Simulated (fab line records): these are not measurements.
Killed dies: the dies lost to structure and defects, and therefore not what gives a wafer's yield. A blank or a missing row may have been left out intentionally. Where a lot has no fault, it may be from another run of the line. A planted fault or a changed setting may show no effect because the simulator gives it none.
Which of the tools did it? || flow sky130 || 12 lots, 36 wafers sampled, at 5 steps of a route of 708

## WHAT THE GAUGES READ, wafer by wafer
SKY_VIA3_THK_MEAS_01.
{"lot": "L433", "measured": "day 38 23:01", "on": "filmMetro-02", "VIA3_HDPCVD_THK (nm)": "1637 1636 1629"}
{"lot": "L434", "measured": "day 39 04:08", "on": "filmMetro-01", "VIA3_HDPCVD_THK (nm)": "1586 1623 1614"}
{"lot": "L437", "measured": "day 40 12:04", "on": "filmMetro-02", "VIA3_HDPCVD_THK (nm)": "1658 1659 1637"}
{"lot": "L439", "measured": "day 40 22:28", "on": "filmMetro-03", "VIA3_HDPCVD_THK (nm)": "1630 1641 1652"}
{"lot": "L442", "measured": "day 41 15:12", "on": "filmMetro-02", "VIA3_HDPCVD_THK (nm)": "1635 1656 1636"}
{"lot": "L443", "measured": "day 41 19:05", "on": "filmMetro-02", "VIA3_HDPCVD_THK (nm)": "1617 1616 1629"}
{"lot": "L446", "measured": "day 42 21:12", "on": "filmMetro-02", "VIA3_HDPCVD_THK (nm)": "1609 1606 1606"}
{"lot": "L447", "measured": "day 42 22:06", "on": "filmMetro-01", "VIA3_HDPCVD_THK (nm)": "1633 1600 1632"}
{"lot": "L450", "measured": "day 43 20:10", "on": "filmMetro-02", "VIA3_HDPCVD_THK (nm)": "1650 1645 1652"}
{"lot": "L453", "measured": "day 44 21:45", "on": "filmMetro-03", "VIA3_HDPCVD_THK (nm)": "1660 1653 1652"}
{"lot": "L455", "measured": "day 44 23:38", "on": "filmMetro-02", "VIA3_HDPCVD_THK (nm)": "1653 1646 1637"}
{"lot": "L456", "measured": "day 45 01:14", "on": "filmMetro-02", "VIA3_HDPCVD_THK (nm)": "1614 1588 1637"}

SKY_VIA3_OVL_MEAS_13.
{"lot": "L433", "measured": "day 40 00:16", "on": "overlay-01", "VIA3_OVL (nm)": "-1 -2 -6"}
{"lot": "L434", "measured": "day 40 05:29", "on": "overlay-01", "VIA3_OVL (nm)": "-2 -10 -10"}
{"lot": "L437", "measured": "day 41 13:26", "on": "overlay-01", "VIA3_OVL (nm)": "2 1 8"}
{"lot": "L439", "measured": "day 41 23:10", "on": "overlay-01", "VIA3_OVL (nm)": "-2 -2 -2"}
{"lot": "L442", "measured": "day 42 15:33", "on": "overlay-02", "VIA3_OVL (nm)": "-4 2 -5"}
{"lot": "L443", "measured": "day 42 19:44", "on": "overlay-01", "VIA3_OVL (nm)": "-4 4 -1"}
{"lot": "L446", "measured": "day 43 21:08", "on": "overlay-01", "VIA3_OVL (nm)": "-4 -5 1"}
{"lot": "L447", "measured": "day 43 21:50", "on": "overlay-01", "VIA3_OVL (nm)": "4 -2 0"}
{"lot": "L450", "measured": "day 44 19:04", "on": "overlay-01", "VIA3_OVL (nm)": "2 -1 2"}
{"lot": "L453", "measured": "day 45 20:05", "on": "overlay-02", "VIA3_OVL (nm)": "-4 0 -10"}
{"lot": "L455", "measured": "day 45 21:49", "on": "overlay-02", "VIA3_OVL (nm)": "-2 1 -7"}
{"lot": "L456", "measured": "day 45 23:17", "on": "overlay-02", "VIA3_OVL (nm)": "-4 1 -3"}

SKY_CAP2M_THK_MEAS_01.
{"lot": "L433", "measured": "day 40 02:16", "on": "filmMetro-02", "CAP2M_CVD_00_THK (nm)": "15.61 15.63 15.69"}
{"lot": "L434", "measured": "day 40 09:24", "on": "filmMetro-02", "CAP2M_CVD_00_THK (nm)": "15.73 15.55 16.04"}
{"lot": "L437", "measured": "day 41 15:01", "on": "filmMetro-04", "CAP2M_CVD_00_THK (nm)": "15.80 15.15 16.01"}
{"lot": "L439", "measured": "day 42 00:45", "on": "filmMetro-01", "CAP2M_CVD_00_THK (nm)": "15.33 15.29 15.61"}
{"lot": "L442", "measured": "day 42 17:07", "on": "filmMetro-02", "CAP2M_CVD_00_THK (nm)": "15.46 15.51 15.47"}
{"lot": "L443", "measured": "day 42 21:26", "on": "filmMetro-04", "CAP2M_CVD_00_THK (nm)": "15.40 15.68 15.49"}
{"lot": "L446", "measured": "day 43 22:46", "on": "filmMetro-02", "CAP2M_CVD_00_THK (nm)": "15.48 15.36 15.86"}
{"lot": "L447", "measured": "day 43 23:26", "on": "filmMetro-02", "CAP2M_CVD_00_THK (nm)": "15.10 15.35 15.42"}
{"lot": "L450", "measured": "day 44 20:40", "on": "filmMetro-04", "CAP2M_CVD_00_THK (nm)": "15.34 15.58 15.53"}
{"lot": "L453", "measured": "day 45 21:42", "on": "filmMetro-04", "CAP2M_CVD_00_THK (nm)": "15.10 15.53 16.18"}
{"lot": "L455", "measured": "day 45 23:23", "on": "filmMetro-04", "CAP2M_CVD_00_THK (nm)": "14.77 15.38 15.02"}
{"lot": "L456", "measured": "day 46 00:53", "on": "filmMetro-02", "CAP2M_CVD_00_THK (nm)": "15.50 15.49 15.67"}

SKY_METAL4_CD_MEAS_13 targets a cd of 300 nm.
{"lot": "L433", "measured": "day 42 02:57", "on": "cdSem-02", "cdNm (nm)": "300.8 302.3 301.4"}
{"lot": "L434", "measured": "day 42 10:44", "on": "cdSem-01", "cdNm (nm)": "298.7 299.3 299.1"}
{"lot": "L437", "measured": "day 43 14:41", "on": "cdSem-02", "cdNm (nm)": "301.4 301.5 302.1"}
{"lot": "L439", "measured": "day 43 23:23", "on": "cdSem-02", "cdNm (nm)": "296.3 297.9 297.3"}
{"lot": "L442", "measured": "day 44 16:01", "on": "cdSem-01", "cdNm (nm)": "299.7 300.2 298.1"}
{"lot": "L443", "measured": "day 44 19:40", "on": "cdSem-01", "cdNm (nm)": "297.8 297.9 298.9"}
{"lot": "L446", "measured": "day 45 19:16", "on": "cdSem-02", "cdNm (nm)": "300.4 301.4 301.6"}
{"lot": "L447", "measured": "day 45 19:56", "on": "cdSem-01", "cdNm (nm)": "299.1 298.4 300.6"}
{"lot": "L450", "measured": "day 46 15:00", "on": "cdSem-02", "cdNm (nm)": "286.6 288.0 286.9"}
{"lot": "L453", "measured": "day 47 14:54", "on": "cdSem-02", "cdNm (nm)": "289.2 289.2 288.5"}
{"lot": "L455", "measured": "day 47 17:58", "on": "cdSem-01", "cdNm (nm)": "297.4 297.9 298.7"}
{"lot": "L456", "measured": "day 47 18:17", "on": "cdSem-01", "cdNm (nm)": "302.2 299.4 299.8"}

## EACH LOT AND THE TOOL THAT RAN IT (in order: tool; ch and the chambers of the sampled wafers; start)
{"lot": "L433", "SKY_METAL4_EXPOSE_10": "krfScanner-01 ch 0, day 41 15:23"}
{"lot": "L434", "SKY_METAL4_EXPOSE_10": "krfScanner-01 ch 0, day 41 23:02"}
{"lot": "L437", "SKY_METAL4_EXPOSE_10": "krfScanner-02 ch 0, day 43 03:34"}
{"lot": "L439", "SKY_METAL4_EXPOSE_10": "krfScanner-01 ch 0, day 43 11:53"}
{"lot": "L442", "SKY_METAL4_EXPOSE_10": "krfScanner-02 ch 0, day 44 04:02"}
{"lot": "L443", "SKY_METAL4_EXPOSE_10": "krfScanner-01 ch 0, day 44 08:11"}
{"lot": "L446", "SKY_METAL4_EXPOSE_10": "krfScanner-01 ch 0, day 45 08:10"}
{"lot": "L447", "SKY_METAL4_EXPOSE_10": "krfScanner-01 ch 0, day 45 08:23"}
{"lot": "L450", "SKY_METAL4_EXPOSE_10": "krfScanner-02 ch 0, day 46 04:52"}
{"lot": "L453", "SKY_METAL4_EXPOSE_10": "krfScanner-02 ch 0, day 47 04:40"}
{"lot": "L455", "SKY_METAL4_EXPOSE_10": "krfScanner-01 ch 0, day 47 07:47"}
{"lot": "L456", "SKY_METAL4_EXPOSE_10": "krfScanner-01 ch 0, day 47 07:59"}
- SKY_METAL4_EXPOSE_10: exposes mask MM4, target cd 300 nm.

## AS READ BY THE TOOLS THEMSELVES (means over the sampled wafers that have a number; for cases with no such wafer, the mark the record gives instead)
SKY_METAL4_EXPOSE_10.
{"lot": "L433", "tool": "krfScanner-01", "exposureDoseMJCm2": 27.993}
{"lot": "L434", "tool": "krfScanner-01", "exposureDoseMJCm2": 27.971}
{"lot": "L437", "tool": "krfScanner-02", "exposureDoseMJCm2": 27.979}
{"lot": "L439", "tool": "krfScanner-01", "exposureDoseMJCm2": 28.036}
{"lot": "L442", "tool": "krfScanner-02", "exposureDoseMJCm2": 27.978}
{"lot": "L443", "tool": "krfScanner-01", "exposureDoseMJCm2": 27.972}
{"lot": "L446", "tool": "krfScanner-01", "exposureDoseMJCm2": 28.034}
{"lot": "L447", "tool": "krfScanner-01", "exposureDoseMJCm2": 28.000}
{"lot": "L450", "tool": "krfScanner-02", "exposureDoseMJCm2": 30.067}
{"lot": "L453", "tool": "krfScanner-02", "exposureDoseMJCm2": 29.642}
{"lot": "L455", "tool": "krfScanner-01", "exposureDoseMJCm2": 28.000}
{"lot": "L456", "tool": "krfScanner-01", "exposureDoseMJCm2": 28.000}

## THE ANSWER, worked out from the rows above alone
Rule: the usual values come from the lots themselves. Put in order of their means at a reading, lots are off if they are a third of the lots or fewer, leave a main group of 4 or more, and stand apart from it by a gap of 3 or more times the standard deviation of the main group's means; of several such gaps the widest counts. If all means in a main group match to the digits the tables above print for the reading, that group is not used. A lot without any number at a reading at which 4 lots or more have one is off too. All remaining lots with rows at the step are treated as sound. The gauges are gone through in route order, then the tools' own readings, and for those a lot's mean is taken as printed above. At the first step where some lot is off, the reading lying furthest off is the one used; lots without a number count as furthest.
Off at SKY_METAL4_CD_MEAS_13 (cdNm): L450, L453. For the main group the mean is 299.6 nm and the standard deviation 1.5.
A tool fits if, at a process step before that reading, it ran every lot that is off, and no sound lot after the first of them. The gauges at SKY_METAL4_CD_MEAS_13 aren't tried: what is off there is off at SKY_METAL4_EXPOSE_10 too, on other tools, and a gauge's error can't cause that. One fits: krfScanner-02 at SKY_METAL4_EXPOSE_10. Its last sound lot is L442 (day 44 04:02), its first lot that is off L450 (day 46 04:52): a fault that began between those two fits.
The tool's own readings at SKY_METAL4_EXPOSE_10 bear it out: on the lots that are off they differ by more than 5 times the standard deviation of the sound lots' means. exposureDoseMJCm2 reads 29.855 there against 27.996 on the sound lots.

## WHAT THE SIMULATOR HAD INSERTED
Process parameter drift: krfScanner-02, from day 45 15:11 on, at SKY_METAL4_EXPOSE_10. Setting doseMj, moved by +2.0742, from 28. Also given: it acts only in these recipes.
Lots struck among those shown: L450, L453. The same result came from the rule above.
